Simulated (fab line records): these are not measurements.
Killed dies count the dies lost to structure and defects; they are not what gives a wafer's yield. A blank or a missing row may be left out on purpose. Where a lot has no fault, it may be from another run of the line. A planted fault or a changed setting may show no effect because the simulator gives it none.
Chamber matching	flow sfq-line	SFQ_TRILAYER_A5B_CMP_CMP_130 on cmp-01 has 4 sister chambers
The step polishes, stops on Nb, target thk 340.7 nm. 14 wafers are shown with their chamber, then 7 later ones without.

== WAFERS, EACH WITH ITS CHAMBER ==
wafer	chamber	motor-current-A (A)	retaining-ring-pressure-frac
L504.1	1	8.9	1.005
L504.4	2	9.6	1.000
L504.5	1	8.8	0.999
L505.1	2	9.6	0.996
L505.3	0	11.2	1.006
L505.5	2	10.5	0.992
L506.3	2	9.3	1.002
L506.5	3	11.7	0.998
L506.6	2	9.8	1.004
L511.1	3	11.9	1.008
L511.2	2	10.2	1.003
L511.6	0	11.1	1.006
L514.1	3	11.6	0.998
L514.5	2	10.2	1.005

SIGNATURES (means of the wafers above)
reading	chamber 0	chamber 1	chamber 2	chamber 3	scatter within a chamber
motor-current-A	11.150	8.850	9.886	11.733	0.338
retaining-ring-pressure-frac	1.00600	1.00200	1.00029	1.00133	0.00467
Rule: distance of a wafer from a chamber = root of the sum over the readings of ((wafer's reading minus chamber's mean) / reading's scatter) squared. The wafer belongs to the nearest chamber; if the next one is less than 2 further off, it can't be placed. The scatter is the square root of a quotient: the sum, over the shown wafers, of each reading's squared deviation from its chamber's mean, divided by wafers minus chambers.

== WAFERS WITHOUT THEIR CHAMBER ==
wafer	motor-current-A (A)	retaining-ring-pressure-frac
L514.6	8.5	0.999
L525.2	11.4	1.010
L525.3	9.4	1.001
L525.6	11.5	0.997
L527.1	11.1	1.008
L527.2	10.1	1.001
L527.5	11.6	1.009

== WHICH CHAMBER EACH WENT THROUGH ==
wafer	from the rows above	in truth
L514.6	1	1
L525.2	can't be placed: 0 or 3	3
L525.3	can't be placed: 2 or 1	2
L525.6	can't be placed: 3 or 0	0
L527.1	can't be placed: 0 or 3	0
L527.2	2	2
L527.5	can't be placed: 0 or 3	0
Placed correctly: 2 of 7. Can't be placed from these rows: 5 (the true chamber is among the candidates in 5). 0 placed wrongly.
